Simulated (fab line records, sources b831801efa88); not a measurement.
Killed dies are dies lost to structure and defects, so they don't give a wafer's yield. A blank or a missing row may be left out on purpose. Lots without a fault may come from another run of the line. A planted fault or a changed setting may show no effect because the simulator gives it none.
Chamber matching | flow sky130 | SKY_VIA2_ETCH_14 on rie_diel-04: 4 sister chambers
The step etches BARC in N2/H2, stops on SiO2, time 45.9 s, target depth 60 nm. 4 wafers are shown with their chamber, then 7 later ones without.

WAFERS WITH THEIR CHAMBER
wafer  | chamber | rf_fwd_power_W (W)
L122.2 | 0       | 493.4
L128.2 | 3       | 494.4
L129.4 | 1       | 494.8
L129.5 | 2       | 493.9

WAFERS WITHOUT THEIR CHAMBER
wafer  | rf_fwd_power_W (W)
L129.6 | 493.3
L130.2 | 492.7
L130.3 | 495.3
L130.6 | 491.6
L138.2 | 495.4
L138.4 | 495.7
L138.6 | 497.3

WHICH CHAMBER EACH WENT THROUGH
wafer  | from the rows above               | in truth
L129.6 | can't be placed: 0 or 2 or 3 or 1 | 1
L130.2 | can't be placed: 0 or 2 or 3 or 1 | 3
L130.3 | can't be placed: 1 or 3 or 2 or 0 | 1
L130.6 | can't be placed: 0 or 2 or 3 or 1 | 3
L138.2 | can't be placed: 1 or 3 or 2 or 0 | 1
L138.4 | can't be placed: 1 or 3 or 2 or 0 | 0
L138.6 | can't be placed: 1 or 3 or 2 or 0 | 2
Placed correctly: 0 of 7. Can't be placed from these rows: 7 (the true chamber is among the candidates in 7). Placed wrongly: 0.
How it was worked out, from the rows above alone: a wafer's distance from a chamber is the root of the sum, over the readings, of the square of ((its reading less the chamber's mean) divided by the reading's scatter). The wafer belongs to the nearest chamber; if the next one is less than 2 further off, it can't be placed. A chamber's mean is the mean of its shown wafers. The scatter: with one shown wafer a chamber, the root of the mean of the squares of how far each hidden wafer lies from its nearest shown one.
